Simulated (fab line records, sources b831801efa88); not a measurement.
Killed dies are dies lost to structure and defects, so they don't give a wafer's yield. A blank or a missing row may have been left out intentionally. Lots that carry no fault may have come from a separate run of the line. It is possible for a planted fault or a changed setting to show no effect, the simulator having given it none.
Comparing a struck lot with a sound one + flow sky130 + 16 out of 708 route steps
Sound: these wafers, L772.2, L772.3, L772.6. The struck wafers were L782.1, L782.4. The cause is given at the end.
At each step with rows: each side's tool, then ch and its chambers, then its first start. Under that, the readings that differ: sound wafers + struck wafers + difference of the means + sigmas: that difference in standard deviations of wafers without a fault.
alike: same words and numbers on both sides, and readings whose means sit less than 2 such deviations apart. not compared: any withheld reading, any reading some wafer has no value for, any bound like >300 that may hide the same value, and any number with overlapping values for which the record gives no deviation.
The two part at a step that has a row with sigmas, a row that says differs or no value, or rows on one side only. Numbers that have no deviation but don't overlap get no sigmas and don't part them. A reading missing from all wafers of one side parts the sides only when that side holds two or more wafers.

first, 1 step without rows for these wafers: SKY_FIELD_ISO_CVD_03 (deposits Si3N4 from DCS/NH3, target thk 165 nm, time 2830 s).
SKY_FIELD_ISO_THK_MEAS_04:
  sound: film metro-04 at day 1 21:40; struck: film metro-01 at day 3 22:46
  alike: FIELD_ISO_CVD_03_THK
then, 8 steps without rows for these wafers: SKY_FIELD_ISO_DEHYDRATE_05 (time 60 s); SKY_FIELD_ISO_HMDS_06 (prime time 60 s); SKY_FIELD_ISO_COAT_07 (resist thk 60 nm); SKY_FIELD_ISO_COAT_08 (resist thk 450 nm); SKY_FIELD_ISO_SOFTBAKE_09 (time 90 s); SKY_FIELD_ISO_EXPOSE_10 (exposes mask FOM, target cd 150 nm); SKY_FIELD_ISO_PEB_11; SKY_FIELD_ISO_DEVELOP_12 (develop time 60 s).
SKY_FIELD_ISO_CD_MEAS_13: target cd 150 nm.
  sound: cd sem-02 at day 2 11:48; struck: cd sem-02 at day 4 15:10
  alike: cd nm
SKY_FIELD_ISO_ETCH_14: etches BARC in N2/H2, stops on SiO2, time 45.9 s, target depth 60 nm.
  sound on rie diel-02 ch 1,3, day 2 11:54; struck on rie diel-03 ch 2, day 4 15:17
| reading                     | sound       | struck  | difference | sigmas |
|-----------------------------|-------------|---------|------------|--------|
| drypump motor current A (A) | 5.3 5.2 5.2 | 6.1 6.0 | +0.8       | +2     |
  alike: bias w, n2 flow sccm, oes product au, throttle valve pct
  not compared: rf hours counter h
SKY_FIELD_ISO_ETCH_15: etches the open film in CHF3/O2, stops on Si, target depth 180 nm, time 72 s.
  sound on rie diel-02 ch 1,3, day 2 11:56; struck on rie diel-03 ch 2, day 4 15:20
| reading                                          | sound             | struck    | difference | sigmas |
|--------------------------------------------------|-------------------|-----------|------------|--------|
| model.KrF-thick_of_FIELD_ISO_COAT_08.thk nm (nm) | 235.4 232.3 230.8 | 178 179.6 | -54        |        |
  alike: bias w, chf3 flow sccm, drypump motor current A, oes product au, throttle valve pct
  not compared: rf hours counter h
SKY_FIELD_ISO_STRIP_16: strips in O2/N2.
  sound on plasma asher-01 ch 0,1, day 2 12:00; struck on plasma asher-03 ch 1, day 4 15:23
| reading                      | sound             | struck      | difference | sigmas |
|------------------------------|-------------------|-------------|------------|--------|
| oes product au (a.u.)        | 0.377 0.372 0.377 | 0.348 0.350 | -0.026     | -5     |
| strip time to endpoint s (s) | 3.55 3.50 3.47    | 2.90 2.94   | -0.59      | -13    |
  alike: drypump motor current A, n2 flow sccm
  not compared: rf hours counter h
SKY_FIELD_ISO_ETCH_17: etches Si in HBr/Cl2/O2, target depth 342 nm, time 97.7 s.
  sound on rie si-01 ch 0,1,3, day 2 12:06; struck on rie si-01 ch 2,3, day 4 15:29
  alike: bias w, drypump motor current A, oes product au, throttle valve pct
  not compared: rf hours counter h
-- the record jumps here: 44 days lie between the struck wafers' starts before and after (it left off in module FIELD_ISO and takes up again in module PAD_OPEN, whose first step shown is number 708 of the route) --
SKY_PAD_OPEN_PROBE_99:
  sound: prober-02 at day 45 17:13; struck: prober-02 at day 48 10:33
| reading                                 | sound         | struck        | difference | sigmas |
|-----------------------------------------|---------------|---------------|------------|--------|
| model.etest.sram nfet pass.vt v (V)     | 0.6761 0.662  | 0.6982 0.6873 | +0.0237    |        |
| model.etest.sram nfet pass.vt sat v (V) | 0.5792 0.5596 | 0.5979 0.5881 | +0.0236    |        |
  alike: killed_at_M0_to_M3, killed_at_M4_up, killed at contacts, killed at front end, killed at other, killed dies, killed open, killed short
  not compared: model.etest.sram nfet pass.off log10 a um

WHERE THEY PART
Last at SKY_FIELD_ISO_STRIP_16 as far as this record goes, first at SKY_FIELD_ISO_ETCH_14. Later steps at which nothing parts them and some readings are alike: SKY_FIELD_ISO_ETCH_17, SKY_PAD_OPEN_PROBE_99.

WHY: what the simulator had put in
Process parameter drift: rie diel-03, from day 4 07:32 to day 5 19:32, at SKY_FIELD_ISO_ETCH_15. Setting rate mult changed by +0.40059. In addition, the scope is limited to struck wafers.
